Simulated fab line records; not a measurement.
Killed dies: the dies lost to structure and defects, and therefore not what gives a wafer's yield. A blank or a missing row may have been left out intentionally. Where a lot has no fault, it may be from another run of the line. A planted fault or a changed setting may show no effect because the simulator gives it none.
The tool behind it: which one? || flow sky130 || 36 wafers from 12 lots sampled at 5 of the route's 708 steps

WHAT THE GAUGES READ, wafer by wafer
SKY_NWELL_THK_MEAS_02. Usual: for NWELL_OXIDATION_THK the level is 9.94 nm and the standard deviation is 0.15.
{"lot": "L265", "measured": "day 2 17:08", "on": "film_metro-01", "NWELL_OXIDATION_THK (nm)": "9.97 9.75 9.88", "flag": ""}
{"lot": "L268", "measured": "day 3 04:27", "on": "film_metro-03", "NWELL_OXIDATION_THK (nm)": "10.22 9.99 9.89", "flag": ""}
{"lot": "L269", "measured": "day 3 10:02", "on": "film_metro-02", "NWELL_OXIDATION_THK (nm)": "9.74 9.84 9.88", "flag": ""}
{"lot": "L270", "measured": "day 3 15:15", "on": "film_metro-02", "NWELL_OXIDATION_THK (nm)": "9.83 9.83 9.84", "flag": ""}
{"lot": "L271", "measured": "day 3 20:26", "on": "film_metro-01", "NWELL_OXIDATION_THK (nm)": "10.09 9.88 9.96", "flag": ""}
{"lot": "L272", "measured": "day 4 01:24", "on": "film_metro-03", "NWELL_OXIDATION_THK (nm)": "9.93 9.91 9.84", "flag": ""}
{"lot": "L273", "measured": "day 4 06:02", "on": "film_metro-03", "NWELL_OXIDATION_THK (nm)": "9.67 9.72 9.62", "flag": ""}
{"lot": "L274", "measured": "day 4 11:40", "on": "film_metro-01", "NWELL_OXIDATION_THK (nm)": "9.87 10.01 10.13", "flag": ""}
{"lot": "L276", "measured": "day 4 20:47", "on": "film_metro-01", "NWELL_OXIDATION_THK (nm)": "9.98 9.93 9.89", "flag": ""}
{"lot": "L277", "measured": "day 5 02:25", "on": "film_metro-01", "NWELL_OXIDATION_THK (nm)": "10.03 9.99 10.07", "flag": ""}
{"lot": "L278", "measured": "day 5 08:50", "on": "film_metro-01", "NWELL_OXIDATION_THK (nm)": "9.82 9.76 9.84", "flag": ""}
{"lot": "L279", "measured": "day 5 12:02", "on": "film_metro-01", "NWELL_OXIDATION_THK (nm)": "10.13 10.09 9.99", "flag": ""}

SKY_VT_ADJUST_NCORE_CD_MEAS_07: target cd 380 nm. Usual: cd_nm reads 380.0 nm (standard deviation 2.8).
{"lot": "L265", "measured": "day 8 21:02", "on": "cd_sem-01", "cd_nm (nm)": "379.1 377.4 375.8", "flag": ""}
{"lot": "L268", "measured": "day 9 10:49", "on": "cd_sem-02", "cd_nm (nm)": "377.8 377.7 376.5", "flag": ""}
{"lot": "L269", "measured": "day 9 17:33", "on": "cd_sem-01", "cd_nm (nm)": "376.8 376.2 377.2", "flag": ""}
{"lot": "L270", "measured": "day 10 02:22", "on": "cd_sem-02", "cd_nm (nm)": "377.4 376.3 375.7", "flag": ""}
{"lot": "L271", "measured": "day 10 07:51", "on": "cd_sem-02", "cd_nm (nm)": "380.8 381.9 381.5", "flag": ""}
{"lot": "L272", "measured": "day 10 13:54", "on": "cd_sem-02", "cd_nm (nm)": "379.8 380.7 382.2", "flag": ""}
{"lot": "L273", "measured": "day 10 18:34", "on": "cd_sem-02", "cd_nm (nm)": "381.8 380.2 381.8", "flag": ""}
{"lot": "L274", "measured": "day 11 04:15", "on": "cd_sem-02", "cd_nm (nm)": "380.2 381.6 381.4", "flag": ""}
{"lot": "L276", "measured": "day 11 15:44", "on": "cd_sem-01", "cd_nm (nm)": "385.6 384.3 385.8", "flag": ""}
{"lot": "L277", "measured": "day 12 01:27", "on": "cd_sem-01", "cd_nm (nm)": "380.8 380.8 380.6", "flag": ""}
{"lot": "L278", "measured": "day 12 10:21", "on": "cd_sem-02", "cd_nm (nm)": "381.8 380.9 380.2", "flag": ""}
{"lot": "L279", "measured": "day 12 12:59", "on": "cd_sem-01", "cd_nm (nm)": "378.9 376.8 377.5", "flag": ""}

SKY_VT_ADJUST_HVTR_TW_MEAS_11. Usual: for VT_ADJUST_HVTR_TW the level is 213.1 and the standard deviation is 1.9.
{"lot": "L265", "measured": "day 9 18:59", "on": "film_metro-01", "VT_ADJUST_HVTR_TW": "211.1 211.2 211.8", "flag": ""}
{"lot": "L268", "measured": "day 10 08:21", "on": "film_metro-02", "VT_ADJUST_HVTR_TW": "212.8 211.8 212.4", "flag": ""}
{"lot": "L269", "measured": "day 10 15:29", "on": "film_metro-03", "VT_ADJUST_HVTR_TW": "216.5 215.6 216.4", "flag": ""}
{"lot": "L270", "measured": "day 10 23:45", "on": "film_metro-03", "VT_ADJUST_HVTR_TW": "215.5 215.1 214.5", "flag": ""}
{"lot": "L271", "measured": "day 11 06:18", "on": "film_metro-03", "VT_ADJUST_HVTR_TW": "214.4 213.9 214.5", "flag": ""}
{"lot": "L272", "measured": "day 11 13:00", "on": "film_metro-01", "VT_ADJUST_HVTR_TW": "211.9 211.6 210.9", "flag": ""}
{"lot": "L273", "measured": "day 11 18:04", "on": "film_metro-01", "VT_ADJUST_HVTR_TW": "212.2 212.3 210.5", "flag": ""}
{"lot": "L274", "measured": "day 12 03:54", "on": "film_metro-02", "VT_ADJUST_HVTR_TW": "211.8 212.4 211.7", "flag": ""}
{"lot": "L276", "measured": "day 12 15:39", "on": "film_metro-03", "VT_ADJUST_HVTR_TW": "312.2 312.7 311.6", "flag": "OFF"}
{"lot": "L277", "measured": "day 13 02:12", "on": "film_metro-02", "VT_ADJUST_HVTR_TW": "306.7 306.1 305.8", "flag": "OFF"}
{"lot": "L278", "measured": "day 13 11:05", "on": "film_metro-03", "VT_ADJUST_HVTR_TW": "312.8 314.1 312.1", "flag": "OFF"}
{"lot": "L279", "measured": "day 13 14:47", "on": "film_metro-03", "VT_ADJUST_HVTR_TW": "313.6 311.3 312.9", "flag": "OFF"}

EACH LOT AND THE TOOL THAT RAN IT (in order: tool; ch and the chambers of the sampled wafers; start)
{"lot": "L265", "SKY_FIELD_ISO_ETCH_14": "rie_diel-03 ch 0,3, day 2 04:04", "SKY_VT_ADJUST_HVTR_IMPLANT_09": "implanter-02 ch 0, day 9 18:46"}
{"lot": "L268", "SKY_FIELD_ISO_ETCH_14": "rie_diel-03 ch 0,1, day 2 20:43", "SKY_VT_ADJUST_HVTR_IMPLANT_09": "implanter-03 ch 0, day 10 08:07"}
{"lot": "L269", "SKY_FIELD_ISO_ETCH_14": "rie_diel-03 ch 1,2,3, day 3 03:10", "SKY_VT_ADJUST_HVTR_IMPLANT_09": "implanter-03 ch 0, day 10 15:14"}
{"lot": "L270", "SKY_FIELD_ISO_ETCH_14": "rie_diel-03 ch 0,1,2, day 3 08:52", "SKY_VT_ADJUST_HVTR_IMPLANT_09": "implanter-02 ch 0, day 10 23:31"}
{"lot": "L271", "SKY_FIELD_ISO_ETCH_14": "rie_diel-04 ch 2,3, day 3 14:39", "SKY_VT_ADJUST_HVTR_IMPLANT_09": "implanter-03 ch 0, day 11 06:03"}
{"lot": "L272", "SKY_FIELD_ISO_ETCH_14": "rie_diel-01 ch 2,3, day 3 18:33", "SKY_VT_ADJUST_HVTR_IMPLANT_09": "implanter-04 ch 0, day 11 12:45"}
{"lot": "L273", "SKY_FIELD_ISO_ETCH_14": "rie_diel-01 ch 2,3, day 3 22:28", "SKY_VT_ADJUST_HVTR_IMPLANT_09": "implanter-02 ch 0, day 11 17:50"}
{"lot": "L274", "SKY_FIELD_ISO_ETCH_14": "rie_diel-04 ch 1,2,3, day 4 03:25", "SKY_VT_ADJUST_HVTR_IMPLANT_09": "implanter-04 ch 0, day 12 03:39"}
{"lot": "L276", "SKY_FIELD_ISO_ETCH_14": "rie_diel-01 ch 0,3, day 4 14:07", "SKY_VT_ADJUST_HVTR_IMPLANT_09": "implanter-02 ch 0, day 12 15:24"}
{"lot": "L277", "SKY_FIELD_ISO_ETCH_14": "rie_diel-03 ch 0,1,2, day 4 18:43", "SKY_VT_ADJUST_HVTR_IMPLANT_09": "implanter-02 ch 0, day 13 01:57"}
{"lot": "L278", "SKY_FIELD_ISO_ETCH_14": "rie_diel-04 ch 0,3, day 5 00:49", "SKY_VT_ADJUST_HVTR_IMPLANT_09": "implanter-02 ch 0, day 13 10:50"}
{"lot": "L279", "SKY_FIELD_ISO_ETCH_14": "rie_diel-03 ch 0,1, day 5 05:57", "SKY_VT_ADJUST_HVTR_IMPLANT_09": "implanter-02 ch 0, day 13 14:32"}
- SKY_FIELD_ISO_ETCH_14: etches BARC in N2/H2, stops on SiO2, time 45.9 s, target depth 60 nm.
- SKY_VT_ADJUST_HVTR_IMPLANT_09

AS READ BY THE TOOLS THEMSELVES (means over the sampled wafers that have a number; for cases with no such wafer, the mark the record gives instead)
SKY_FIELD_ISO_ETCH_14. Usual: drypump_motor_current_A 5.8 A, standard deviation 0.49; n2_flow_sccm 100.0 sccm, standard deviation 0.35; oes_product_au 0.855 a.u., standard deviation 0.0047; throttle_valve_pct 13.224 %, standard deviation 0.0091.
{"lot": "L265", "tool": "rie_diel-03", "drypump_motor_current_A (A)": 6.0, "n2_flow_sccm (sccm)": 100.0, "oes_product_au (a.u.)": 0.851, "throttle_valve_pct (%)": 13.220, "flag": ""}
{"lot": "L268", "tool": "rie_diel-03", "drypump_motor_current_A (A)": 6.5, "n2_flow_sccm (sccm)": 99.9, "oes_product_au (a.u.)": 0.853, "throttle_valve_pct (%)": 13.219, "flag": ""}
{"lot": "L269", "tool": "rie_diel-03", "drypump_motor_current_A (A)": 6.0, "n2_flow_sccm (sccm)": 100.1, "oes_product_au (a.u.)": 0.851, "throttle_valve_pct (%)": 13.224, "flag": ""}
{"lot": "L270", "tool": "rie_diel-03", "drypump_motor_current_A (A)": 6.3, "n2_flow_sccm (sccm)": 99.8, "oes_product_au (a.u.)": 0.855, "throttle_valve_pct (%)": 13.215, "flag": ""}
{"lot": "L271", "tool": "rie_diel-04", "drypump_motor_current_A (A)": 5.5, "n2_flow_sccm (sccm)": 100.0, "oes_product_au (a.u.)": 0.861, "throttle_valve_pct (%)": 13.220, "flag": ""}
{"lot": "L272", "tool": "rie_diel-01", "drypump_motor_current_A (A)": 5.9, "n2_flow_sccm (sccm)": 100.3, "oes_product_au (a.u.)": 0.855, "throttle_valve_pct (%)": 13.221, "flag": ""}
{"lot": "L273", "tool": "rie_diel-01", "drypump_motor_current_A (A)": 6.0, "n2_flow_sccm (sccm)": 99.9, "oes_product_au (a.u.)": 0.853, "throttle_valve_pct (%)": 13.224, "flag": ""}
{"lot": "L274", "tool": "rie_diel-04", "drypump_motor_current_A (A)": 5.4, "n2_flow_sccm (sccm)": 100.0, "oes_product_au (a.u.)": 0.851, "throttle_valve_pct (%)": 13.219, "flag": ""}
{"lot": "L276", "tool": "rie_diel-01", "drypump_motor_current_A (A)": 5.9, "n2_flow_sccm (sccm)": 100.0, "oes_product_au (a.u.)": 0.855, "throttle_valve_pct (%)": 13.219, "flag": ""}
{"lot": "L277", "tool": "rie_diel-03", "drypump_motor_current_A (A)": 6.3, "n2_flow_sccm (sccm)": 99.9, "oes_product_au (a.u.)": 0.853, "throttle_valve_pct (%)": 13.218, "flag": ""}
{"lot": "L278", "tool": "rie_diel-04", "drypump_motor_current_A (A)": 5.3, "n2_flow_sccm (sccm)": 100.4, "oes_product_au (a.u.)": 0.855, "throttle_valve_pct (%)": 13.227, "flag": ""}
{"lot": "L279", "tool": "rie_diel-03", "drypump_motor_current_A (A)": 6.4, "n2_flow_sccm (sccm)": 100.0, "oes_product_au (a.u.)": 0.856, "throttle_valve_pct (%)": 13.217, "flag": ""}

THE ANSWER, worked out from the rows above alone
Rule: a lot is off if the mean of its wafers that have a number lies more than 3 standard deviations from the usual mean. Also off: a lot with no number at a reading for which 4 or more lots have one. All remaining lots with rows at the step are treated as sound. Order of review: gauges by route order, followed by the tools' own readings, for which a lot's mean as printed above is used. At the first step where some lot is off, the reading lying furthest off is the one used; lots without a number count as furthest.
Off: L276, L277, L278, L279, seen at SKY_VT_ADJUST_HVTR_TW_MEAS_11 (VT_ADJUST_HVTR_TW).
A tool fits if, at a process step before that reading, it ran every lot that is off, and no sound lot after the first of them. The gauges at SKY_VT_ADJUST_HVTR_TW_MEAS_11 are tried like those tools. One fits: SKY_VT_ADJUST_HVTR_IMPLANT_09 on implanter-02. A fault onset in the window from L273 (day 11 17:50, its last sound lot) to L276 (day 12 15:24, its first lot off) fits.

WHAT THE SIMULATOR PUT IN
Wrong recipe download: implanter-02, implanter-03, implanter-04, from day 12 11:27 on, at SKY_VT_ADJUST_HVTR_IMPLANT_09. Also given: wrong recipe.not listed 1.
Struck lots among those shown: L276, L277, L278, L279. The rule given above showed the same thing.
